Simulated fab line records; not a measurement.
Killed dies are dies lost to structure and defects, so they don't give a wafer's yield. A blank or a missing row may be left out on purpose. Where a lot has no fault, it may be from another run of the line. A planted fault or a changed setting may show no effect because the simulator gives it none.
Which tool was responsible? :: flow sky130 :: Sampling: 24 lots, 72 wafers, 5 of 708 route steps

## WHAT EACH GAUGE READ, for each wafer
SKY_VIA2_BOW_MEAS_03. Usual: VIA2_BOW gives 86 um (standard deviation 7.8).
lot: L074
measured: day 35 05:39
on: film-metro-02
VIA2_BOW (um): 91 100 100
flag: 

lot: L075
measured: day 35 13:31
on: film-metro-02
VIA2_BOW (um): 99 108 86
flag: 

lot: L077
measured: day 36 09:52
on: film-metro-02
VIA2_BOW (um): 77 86 87
flag: 

lot: L076
measured: day 36 15:57
on: film-metro-02
VIA2_BOW (um): 91 82 67
flag: 

lot: L078
measured: day 36 22:30
on: film-metro-01
VIA2_BOW (um): 94 91 89
flag: 

lot: L079
measured: day 37 00:25
on: film-metro-01
VIA2_BOW (um): 94 81 103
flag: 

lot: L080
measured: day 37 09:21
on: film-metro-02
VIA2_BOW (um): 72 78 75
flag: 

lot: L081
measured: day 37 19:38
on: film-metro-03
VIA2_BOW (um): 92 85 93
flag: 

lot: L082
measured: day 38 05:34
on: film-metro-03
VIA2_BOW (um): 95 96 84
flag: 

lot: L083
measured: day 38 17:14
on: film-metro-02
VIA2_BOW (um): 97 92 94
flag: 

lot: L084
measured: day 38 19:41
on: film-metro-02
VIA2_BOW (um): 83 86 82
flag: 

lot: L085
measured: day 39 09:04
on: film-metro-03
VIA2_BOW (um): 75 87 79
flag: 

lot: L086
measured: day 39 12:18
on: film-metro-03
VIA2_BOW (um): 84 86 85
flag: 

lot: L087
measured: day 39 18:39
on: film-metro-02
VIA2_BOW (um): 82 93 92
flag: 

lot: L088
measured: day 40 07:26
on: film-metro-01
VIA2_BOW (um): 81 91 97
flag: 

lot: L089
measured: day 40 09:31
on: film-metro-01
VIA2_BOW (um): 93 89 103
flag: 

lot: L090
measured: day 40 18:08
on: film-metro-01
VIA2_BOW (um): 93 85 92
flag: 

lot: L091
measured: day 40 23:55
on: film-metro-02
VIA2_BOW (um): 83 88 89
flag: 

lot: L092
measured: day 41 08:46
on: film-metro-02
VIA2_BOW (um): 73 76 71
flag: 

lot: L093
measured: day 41 10:02
on: film-metro-02
VIA2_BOW (um): 84 72 81
flag: 

lot: L094
measured: day 41 14:28
on: film-metro-02
VIA2_BOW (um): 76 86 87
flag: 

lot: L095
measured: day 41 20:20
on: film-metro-02
VIA2_BOW (um): 89 87 82
flag: 

lot: L096
measured: day 42 00:27
on: film-metro-02
VIA2_BOW (um): 87 94 85
flag: 

lot: L097
measured: day 42 16:18
on: film-metro-03
VIA2_BOW (um): 88 76 88
flag: 

SKY_METAL3_CD_MEAS_13: the cd target is 300 nm. Usual: cd-nm 300.1 nm, standard deviation 1.3.
lot: L074
measured: day 38 13:02
on: cd-sem-01
cd-nm (nm): 300.1 300.1 300.3
flag: 

lot: L075
measured: day 38 20:00
on: cd-sem-01
cd-nm (nm): 299.3 299.4 300.3
flag: 

lot: L077
measured: day 39 16:05
on: cd-sem-01
cd-nm (nm): 301.9 301.9 301.8
flag: 

lot: L076
measured: day 39 22:32
on: cd-sem-02
cd-nm (nm): 299.3 298.9 299.8
flag: 

lot: L078
measured: day 40 04:26
on: cd-sem-01
cd-nm (nm): 299.0 298.7 298.7
flag: 

lot: L079
measured: day 40 07:14
on: cd-sem-02
cd-nm (nm): 302.9 300.8 300.7
flag: 

lot: L080
measured: day 40 13:54
on: cd-sem-02
cd-nm (nm): 298.7 299.3 299.1
flag: 

lot: L081
measured: day 40 23:03
on: cd-sem-02
cd-nm (nm): 300.3 299.9 299.1
flag: 

lot: L082
measured: day 41 10:02
on: cd-sem-02
cd-nm (nm): 300.2 299.3 301.9
flag: 

lot: L083
measured: day 41 20:14
on: cd-sem-02
cd-nm (nm): 301.3 300.9 301.0
flag: 

lot: L084
measured: day 42 00:15
on: cd-sem-02
cd-nm (nm): 298.1 301.6 299.9
flag: 

lot: L085
measured: day 42 13:31
on: cd-sem-02
cd-nm (nm): 299.8 298.4 299.5
flag: 

lot: L086
measured: day 42 15:12
on: cd-sem-02
cd-nm (nm): 302.0 302.3 302.5
flag: 

lot: L087
measured: day 42 19:39
on: cd-sem-02
cd-nm (nm): 301.0 301.1 301.4
flag: 

lot: L088
measured: day 43 08:01
on: cd-sem-02
cd-nm (nm): 299.6 300.5 298.3
flag: 

lot: L089
measured: day 43 11:55
on: cd-sem-01
cd-nm (nm): 303.3 302.0 301.8
flag: 

lot: L090
measured: day 43 18:39
on: cd-sem-01
cd-nm (nm): 298.9 298.7 299.5
flag: 

lot: L091
measured: day 43 23:39
on: cd-sem-01
cd-nm (nm): 299.6 298.9 301.1
flag: 

lot: L092
measured: day 44 07:38
on: cd-sem-02
cd-nm (nm): 298.5 300.6 300.4
flag: 

lot: L093
measured: day 44 10:14
on: cd-sem-01
cd-nm (nm): 300.2 300.6 299.9
flag: 

lot: L094
measured: day 44 13:12
on: cd-sem-02
cd-nm (nm): 298.5 298.3 298.4
flag: 

lot: L095
measured: day 44 19:52
on: cd-sem-02
cd-nm (nm): 298.9 299.4 299.4
flag: 

lot: L096
measured: day 44 21:32
on: cd-sem-02
cd-nm (nm): 298.3 298.1 297.0
flag: 

lot: L097
measured: day 45 14:17
on: cd-sem-02
cd-nm (nm): 299.0 299.1 299.2
flag: 

SKY_VIA3_OVL_MEAS_13. Usual: VIA3_OVL gives -1 nm (standard deviation 5).
lot: L074
measured: day 39 15:31
on: overlay-02
VIA3_OVL (nm): 8 10 6
flag: 

lot: L075
measured: day 39 22:15
on: overlay-01
VIA3_OVL (nm): -5 -5 -5
flag: 

lot: L077
measured: day 40 18:13
on: overlay-02
VIA3_OVL (nm): 0 1 -1
flag: 

lot: L076
measured: day 41 00:28
on: overlay-01
VIA3_OVL (nm): -2 6 0
flag: 

lot: L078
measured: day 41 05:37
on: overlay-02
VIA3_OVL (nm): 1 2 3
flag: 

lot: L079
measured: day 41 09:27
on: overlay-01
VIA3_OVL (nm): -10 -1 -7
flag: 

lot: L080
measured: day 41 15:48
on: overlay-02
VIA3_OVL (nm): 1 4 5
flag: 

lot: L081
measured: day 42 01:16
on: overlay-02
VIA3_OVL (nm): 5 3 5
flag: 

lot: L082
measured: day 42 11:21
on: overlay-01
VIA3_OVL (nm): 11 3 9
flag: 

lot: L083
measured: day 42 20:59
on: overlay-02
VIA3_OVL (nm): 0 -9 -1
flag: 

lot: L084
measured: day 43 04:25
on: overlay-02
VIA3_OVL (nm): -12 -7 -7
flag: 

lot: L085
measured: day 43 14:16
on: overlay-01
VIA3_OVL (nm): 2 -4 -7
flag: 

lot: L086
measured: day 43 16:04
on: overlay-02
VIA3_OVL (nm): 5 1 0
flag: 

lot: L087
measured: day 43 20:49
on: overlay-01
VIA3_OVL (nm): -4 -5 -9
flag: 

lot: L088
measured: day 44 08:23
on: overlay-01
VIA3_OVL (nm): 1 6 -3
flag: 

lot: L089
measured: day 44 12:59
on: overlay-01
VIA3_OVL (nm): 1 -11 -2
flag: 

lot: L090
measured: day 44 18:25
on: overlay-02
VIA3_OVL (nm): -9 -7 -7
flag: 

lot: L091
measured: day 44 23:19
on: overlay-01
VIA3_OVL (nm): 3 -4 -6
flag: 

lot: L092
measured: day 45 07:28
on: overlay-01
VIA3_OVL (nm): -3 0 2
flag: 

lot: L093
measured: day 45 09:59
on: overlay-02
VIA3_OVL (nm): 8 1 0
flag: 

lot: L094
measured: day 45 12:45
on: overlay-02
VIA3_OVL (nm): -1 1 -8
flag: 

lot: L095
measured: day 45 19:53
on: overlay-01
VIA3_OVL (nm): 3 -4 1
flag: 

lot: L096
measured: day 45 21:27
on: overlay-01
VIA3_OVL (nm): -8 4 -4
flag: 

lot: L097
measured: day 46 13:08
on: overlay-01
VIA3_OVL (nm): -9 -9 -5
flag: 

## EACH LOT AND THE TOOL THAT RAN IT (in order: tool; ch and the chambers of the sampled wafers; start)
lot: L074
SKY_METAL1_DESCUM_17: rie-metal-03 ch 0,1, day 33 00:15
SKY_METAL2_SPUTTER_01: pvd-sputter-04, day 34 04:13

lot: L075
SKY_METAL1_DESCUM_17: rie-metal-04 ch 0,1, day 33 09:14
SKY_METAL2_SPUTTER_01: pvd-sputter-01, day 34 12:06

lot: L077
SKY_METAL1_DESCUM_17: rie-metal-04 ch 0,1, day 34 04:06
SKY_METAL2_SPUTTER_01: pvd-sputter-04, day 35 06:56

lot: L076
SKY_METAL1_DESCUM_17: rie-metal-03 ch 0,1, day 34 10:07
SKY_METAL2_SPUTTER_01: pvd-sputter-01, day 35 12:31

lot: L078
SKY_METAL1_DESCUM_17: rie-metal-04 ch 0, day 34 16:20
SKY_METAL2_SPUTTER_01: pvd-sputter-01, day 35 18:47

lot: L079
SKY_METAL1_DESCUM_17: rie-metal-01 ch 0,1, day 34 17:33
SKY_METAL2_SPUTTER_01: pvd-sputter-02, day 35 20:17

lot: L080
SKY_METAL1_DESCUM_17: rie-metal-04 ch 0,1, day 35 01:40
SKY_METAL2_SPUTTER_01: pvd-sputter-01, day 36 06:20

lot: L081
SKY_METAL1_DESCUM_17: rie-metal-01 ch 0,1, day 35 11:32
SKY_METAL2_SPUTTER_01: pvd-sputter-02, day 36 16:20

lot: L082
SKY_METAL1_DESCUM_17: rie-metal-01 ch 0,1, day 36 00:27
SKY_METAL2_SPUTTER_01: pvd-sputter-04, day 37 03:07

lot: L083
SKY_METAL1_DESCUM_17: rie-metal-04 ch 0,1, day 36 06:07
SKY_METAL2_SPUTTER_01: pvd-sputter-01, day 37 10:59

lot: L084
SKY_METAL1_DESCUM_17: rie-metal-03 ch 0,1, day 36 13:18
SKY_METAL2_SPUTTER_01: pvd-sputter-04, day 37 17:48

lot: L085
SKY_METAL1_DESCUM_17: rie-metal-04 ch 0, day 37 01:21
SKY_METAL2_SPUTTER_01: pvd-sputter-02, day 38 06:29

lot: L086
SKY_METAL1_DESCUM_17: rie-metal-04 ch 0,1, day 37 06:24
SKY_METAL2_SPUTTER_01: pvd-sputter-02, day 38 10:04

lot: L087
SKY_METAL1_DESCUM_17: rie-metal-04 ch 0,1, day 37 11:59
SKY_METAL2_SPUTTER_01: pvd-sputter-02, day 38 15:53

lot: L088
SKY_METAL1_DESCUM_17: rie-metal-03 ch 0,1, day 37 20:09
SKY_METAL2_SPUTTER_01: pvd-sputter-04, day 39 04:30

lot: L089
SKY_METAL1_DESCUM_17: rie-metal-01 ch 0,1, day 38 02:24
SKY_METAL2_SPUTTER_01: pvd-sputter-02, day 39 06:22

lot: L090
SKY_METAL1_DESCUM_17: rie-metal-04 ch 0, day 38 11:51
SKY_METAL2_SPUTTER_01: pvd-sputter-01, day 39 16:21

lot: L091
SKY_METAL1_DESCUM_17: rie-metal-04 ch 0, day 38 16:36
SKY_METAL2_SPUTTER_01: pvd-sputter-01, day 39 21:11

lot: L092
SKY_METAL1_DESCUM_17: rie-metal-03 ch 0,1, day 38 23:59
SKY_METAL2_SPUTTER_01: pvd-sputter-01, day 40 07:07

lot: L093
SKY_METAL1_DESCUM_17: rie-metal-01 ch 1, day 39 02:13
SKY_METAL2_SPUTTER_01: pvd-sputter-01, day 40 08:14

lot: L094
SKY_METAL1_DESCUM_17: rie-metal-01 ch 1, day 39 08:08
SKY_METAL2_SPUTTER_01: pvd-sputter-02, day 40 12:34

lot: L095
SKY_METAL1_DESCUM_17: rie-metal-04 ch 0,1, day 39 15:03
SKY_METAL2_SPUTTER_01: pvd-sputter-04, day 40 18:32

lot: L096
SKY_METAL1_DESCUM_17: rie-metal-04 ch 1, day 39 20:06
SKY_METAL2_SPUTTER_01: pvd-sputter-04, day 40 23:32

lot: L097
SKY_METAL1_DESCUM_17: rie-metal-04 ch 1, day 40 11:31
SKY_METAL2_SPUTTER_01: pvd-sputter-02, day 41 14:41
- SKY_METAL1_DESCUM_17: chemistry O2, time 8 s.
- SKY_METAL2_SPUTTER_01: material TiN, target thk 20 nm, time 16.7 s.

## AS READ BY THE TOOLS THEMSELVES (means over the sampled wafers that have a number; for cases with no such wafer, the mark the record gives instead)
SKY_METAL1_DESCUM_17. Usual: drypump-motor-current-A 5.9 A, standard deviation 0.37; oes-product-au 1.000 a.u., standard deviation 0.017.
lot: L074
tool: rie-metal-03
drypump-motor-current-A (A): 5.7
oes-product-au (a.u.): 1.003
flag: 

lot: L075
tool: rie-metal-04
drypump-motor-current-A (A): 5.7
oes-product-au (a.u.): 0.994
flag: 

lot: L077
tool: rie-metal-04
drypump-motor-current-A (A): 5.7
oes-product-au (a.u.): 1.000
flag: 

lot: L076
tool: rie-metal-03
drypump-motor-current-A (A): 5.7
oes-product-au (a.u.): 1.007
flag: 

lot: L078
tool: rie-metal-04
drypump-motor-current-A (A): 6.3
oes-product-au (a.u.): 1.023
flag: 

lot: L079
tool: rie-metal-01
drypump-motor-current-A (A): 6.0
oes-product-au (a.u.): 0.996
flag: 

lot: L080
tool: rie-metal-04
drypump-motor-current-A (A): 5.7
oes-product-au (a.u.): 0.999
flag: 

lot: L081
tool: rie-metal-01
drypump-motor-current-A (A): 5.9
oes-product-au (a.u.): 1.006
flag: 

lot: L082
tool: rie-metal-01
drypump-motor-current-A (A): 5.9
oes-product-au (a.u.): 1.001
flag: 

lot: L083
tool: rie-metal-04
drypump-motor-current-A (A): 5.7
oes-product-au (a.u.): 0.996
flag: 

lot: L084
tool: rie-metal-03
drypump-motor-current-A (A): 5.9
oes-product-au (a.u.): 1.000
flag: 

lot: L085
tool: rie-metal-04
drypump-motor-current-A (A): 6.3
oes-product-au (a.u.): 1.022
flag: 

lot: L086
tool: rie-metal-04
drypump-motor-current-A (A): 5.7
oes-product-au (a.u.): 0.998
flag: 

lot: L087
tool: rie-metal-04
drypump-motor-current-A (A): 5.7
oes-product-au (a.u.): 0.993
flag: 

lot: L088
tool: rie-metal-03
drypump-motor-current-A (A): 5.7
oes-product-au (a.u.): 1.003
flag: 

lot: L089
tool: rie-metal-01
drypump-motor-current-A (A): 5.9
oes-product-au (a.u.): 1.010
flag: 

lot: L090
tool: rie-metal-04
drypump-motor-current-A (A): 6.4
oes-product-au (a.u.): 1.014
flag: 

lot: L091
tool: rie-metal-04
drypump-motor-current-A (A): 6.3
oes-product-au (a.u.): 1.013
flag: 

lot: L092
tool: rie-metal-03
drypump-motor-current-A (A): 5.7
oes-product-au (a.u.): 1.010
flag: 

lot: L093
tool: rie-metal-01
drypump-motor-current-A (A): 6.0
oes-product-au (a.u.): 1.010
flag: 

lot: L094
tool: rie-metal-01
drypump-motor-current-A (A): 5.9
oes-product-au (a.u.): 0.997
flag: 

lot: L095
tool: rie-metal-04
drypump-motor-current-A (A): 5.7
oes-product-au (a.u.): 0.989
flag: 

lot: L096
tool: rie-metal-04
drypump-motor-current-A (A): 5.3
oes-product-au (a.u.): 0.965
flag: 

lot: L097
tool: rie-metal-04
drypump-motor-current-A (A): 5.4
oes-product-au (a.u.): 0.960
flag: 

SKY_METAL2_SPUTTER_01. Usual: throttle-valve-pct 30.0 %, standard deviation 1.
lot: L074
tool: pvd-sputter-04
throttle-valve-pct (%): 29.4
flag: 

lot: L075
tool: pvd-sputter-01
throttle-valve-pct (%): 29.6
flag: 

lot: L077
tool: pvd-sputter-04
throttle-valve-pct (%): 29.1
flag: 

lot: L076
tool: pvd-sputter-01
throttle-valve-pct (%): 29.5
flag: 

lot: L078
tool: pvd-sputter-01
throttle-valve-pct (%): 29.2
flag: 

lot: L079
tool: pvd-sputter-02
throttle-valve-pct (%): 30.7
flag: 

lot: L080
tool: pvd-sputter-01
throttle-valve-pct (%): 30.6
flag: 

lot: L081
tool: pvd-sputter-02
throttle-valve-pct (%): 30.3
flag: 

lot: L082
tool: pvd-sputter-04
throttle-valve-pct (%): 29.4
flag: 

lot: L083
tool: pvd-sputter-01
throttle-valve-pct (%): 29.7
flag: 

lot: L084
tool: pvd-sputter-04
throttle-valve-pct (%): 29.5
flag: 

lot: L085
tool: pvd-sputter-02
throttle-valve-pct (%): 30.0
flag: 

lot: L086
tool: pvd-sputter-02
throttle-valve-pct (%): 30.0
flag: 

lot: L087
tool: pvd-sputter-02
throttle-valve-pct (%): 30.3
flag: 

lot: L088
tool: pvd-sputter-04
throttle-valve-pct (%): 29.4
flag: 

lot: L089
tool: pvd-sputter-02
throttle-valve-pct (%): 30.3
flag: 

lot: L090
tool: pvd-sputter-01
throttle-valve-pct (%): 29.6
flag: 

lot: L091
tool: pvd-sputter-01
throttle-valve-pct (%): 30.6
flag: 

lot: L092
tool: pvd-sputter-01
throttle-valve-pct (%): 30.4
flag: 

lot: L093
tool: pvd-sputter-01
throttle-valve-pct (%): 28.9
flag: 

lot: L094
tool: pvd-sputter-02
throttle-valve-pct (%): 30.8
flag: 

lot: L095
tool: pvd-sputter-04
throttle-valve-pct (%): 29.4
flag: 

lot: L096
tool: pvd-sputter-04
throttle-valve-pct (%): 29.5
flag: 

lot: L097
tool: pvd-sputter-02
throttle-valve-pct (%): 30.0
flag: 

## THE ANSWER, worked out from the rows above alone
Rule: a lot is off if the mean of its wafers that have a number lies more than 3 standard deviations from the usual mean. A lot without any number at a reading at which 4 lots or more have one is off too. The other lots that the step has rows for count as sound. After the gauges, taken in route order, come the tools' own readings; for these a lot's mean is taken, as printed above. At the first step where some lot is off, the reading lying furthest off is the one used; lots without a number count as furthest.
No lot is off on any of the readings shown, so nothing can be concluded from this.

## WHAT HAD BEEN PUT IN BY THE SIMULATOR
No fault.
